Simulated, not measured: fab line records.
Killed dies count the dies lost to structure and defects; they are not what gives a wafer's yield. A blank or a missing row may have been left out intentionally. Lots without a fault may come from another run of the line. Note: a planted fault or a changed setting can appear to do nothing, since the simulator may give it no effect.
Tool commonality check -- flow gf180mcu -- Sampled: 14 lots, 42 wafers

== REASON FOR OPENING ==
At GF_SAB_THK_MEAS_01 the reading SAB_CVD_00_THK is flagged on 3 of 14 lots. No-fault wafers: 50.2 nm, standard deviation 0.75.
Rule: flag the lot when none of its wafers has a number, or when each of its wafers that has one lies beyond 4 standard deviations from that mean. The rest of the lots are taken to be sound.

lot,measured,on,"SAB_CVD_00_THK (nm), wafer by wafer",flag
L110,day 14 15:09,film_metro-04,49.4 50.0 51.7,
L113,day 15 05:19,film_metro-04,49.4 49.9 49.5,
L114,day 15 21:53,film_metro-04,48.7 49.6 49.0,
L115,day 16 01:40,film_metro-03,50.2 50.3 50.7,
L118,day 16 14:32,film_metro-03,99.5 101.5 98.9,FLAGGED
L116,day 16 15:26,film_metro-04,49.9 49.3 49.2,
L117,day 16 16:29,film_metro-01,101.3 103.4 103.0,FLAGGED
L119,day 17 09:27,film_metro-01,49.7 49.9 50.8,
L121,day 17 23:13,film_metro-03,99.3 98.7 101.4,FLAGGED
L128,day 20 14:32,film_metro-03,50.0 51.5 50.9,
L130,day 21 10:38,film_metro-03,50.4 50.7 51.2,
L131,day 21 12:56,film_metro-01,50.9 51.1 50.7,
L132,day 21 22:01,film_metro-04,49.6 48.8 50.6,
L133,day 22 03:49,film_metro-01,49.7 50.2 49.1,
Average over the flagged lots: 100.8 nm; offset from the usual +50.6 nm, equal to +67 standard deviations.

== LOT BY LOT: THE TOOL USED ==
The record holds 1 process step before the reading, out of a route of 602 steps. Each cell gives the tool, then ch followed by the chambers the sampled wafers passed through, then the start.
lot,flag,GF_SAB_CVD_00
L110,,"pecvd-01 ch 0,1,2, day 14 15:07"
L113,,"pecvd-01 ch 1,2, day 15 05:18"
L114,,"pecvd-02 ch 0,2, day 15 21:51"
L115,,"pecvd-01 ch 0,1,2, day 16 01:39"
L118,FLAGGED,"pecvd-03 ch 0,1,2, day 16 14:19"
L116,,"pecvd-02 ch 0,1,2, day 16 15:22"
L117,FLAGGED,"pecvd-01 ch 0,1, day 16 16:15"
L119,,"pecvd-02 ch 1,2, day 17 09:25"
L121,FLAGGED,"pecvd-02 ch 0,2, day 17 23:01"
L128,,"pecvd-01 ch 1,2, day 20 14:31"
L130,,"pecvd-03 ch 0,1,2, day 21 10:36"
L131,,"pecvd-01 ch 1,2, day 21 12:55"
L132,,"pecvd-02 ch 1,2, day 21 22:00"
L133,,"pecvd-02 ch 0,1,2, day 22 03:48"
These steps, and what they do:
- GF_SAB_CVD_00: deposits SiO2 from TEOS, target thk 50 nm, time 4.9302 s.
- GF_SAB_THK_MEAS_01

== FLAGGED AGAINST TOTAL, ONE TOOL AT A TIME (gauges that did the reading follow at the end) ==
step,tool,lots run,flagged,share of the flagged lots,sound lots run after its first flagged lot
GF_SAB_CVD_00,pecvd-01,6,1,some,"2 (L128,L131)"
GF_SAB_CVD_00,pecvd-02,6,1,some,"2 (L132,L133)"
GF_SAB_CVD_00,pecvd-03,2,1,some,1 (L130)
GF_SAB_THK_MEAS_01,film_metro-01,4,1,some,"3 (L119,L131,L133)"
GF_SAB_THK_MEAS_01,film_metro-03,5,2,some,"2 (L128,L130)"
GF_SAB_THK_MEAS_01,film_metro-04,5,0,none,-

== WHAT THE TABLE PERMITS ==
No row of the table ran every flagged lot.

== WHAT WAS PUT IN BY THE SIMULATOR ==
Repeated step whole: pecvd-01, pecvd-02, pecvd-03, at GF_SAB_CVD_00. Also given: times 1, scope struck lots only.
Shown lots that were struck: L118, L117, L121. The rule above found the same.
